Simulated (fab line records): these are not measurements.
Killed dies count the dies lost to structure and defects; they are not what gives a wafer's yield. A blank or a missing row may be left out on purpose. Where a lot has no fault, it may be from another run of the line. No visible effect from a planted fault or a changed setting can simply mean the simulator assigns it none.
What tool caused it?    flow gf180mcu    Sampling: 12 lots, 36 wafers, 2 of 602 route steps

== WHAT THE GAUGES READ, wafer by wafer ==
GF_V3_THK_MEAS_25: measures by xrf.
lot   measured      on            V3_W_THK (nm)
L075  day 22 20:32  filmMetro-03  360 358 349
L077  day 23 19:28  filmMetro-03  359 352 361
L079  day 24 13:41  filmMetro-01  360 362 359
L081  day 25 03:25  filmMetro-03  352 348 356
L083  day 25 21:35  filmMetro-01  354 358 354
L084  day 26 08:07  filmMetro-02  354 356 359
L087  day 27 01:58  filmMetro-03  353 359 357
L089  day 27 18:42  filmMetro-02  357 351 356
L091  day 28 09:42  filmMetro-01  360 355 358
L093  day 29 05:14  filmMetro-02  350 360 347
L095  day 29 09:34  filmMetro-03  351 354 350
L097  day 30 06:21  filmMetro-03  356 358 357

== WHAT TOOL EACH LOT RAN ON (gives the tool, then ch and the chambers of the sampled wafers, and finally the start) ==
lot   GF_M2_SPUTTER_04
L075  pvdSputter-03, day 18 15:04
L077  pvdSputter-01, day 19 15:18
L079  pvdSputter-01, day 20 10:42
L081  pvdSputter-03, day 21 02:28
L083  pvdSputter-04, day 21 22:02
L084  pvdSputter-01, day 22 09:58
L087  pvdSputter-01, day 23 05:28
L089  pvdSputter-04, day 23 22:40
L091  pvdSputter-01, day 24 15:32
L093  pvdSputter-01, day 25 14:12
L095  pvdSputter-04, day 25 18:12
L097  pvdSputter-03, day 26 17:34
- GF_M2_SPUTTER_04: material TiN, target thk 50 nm, time 41.7 s.

== THE ANSWER, worked out from the rows above alone ==
Rule: the usual values come from the lots themselves. The widest of any qualifying gaps counts: lots, ordered by their means at a reading, are off when they make up no more than a third of the lots, leave a main group of 4 or more, and stand apart from it by 3 or more times the standard deviation of that group's means. A main group whose means are all the same, to the digits that the tables above print for the reading, isn't used. A lot without any number at a reading at which 4 lots or more have one is off too. Where the step has rows for the other lots, those lots are counted as sound.
No lot is off at any reading shown: from this, nothing can be told.

== WHAT THE SIMULATOR PUT IN ==
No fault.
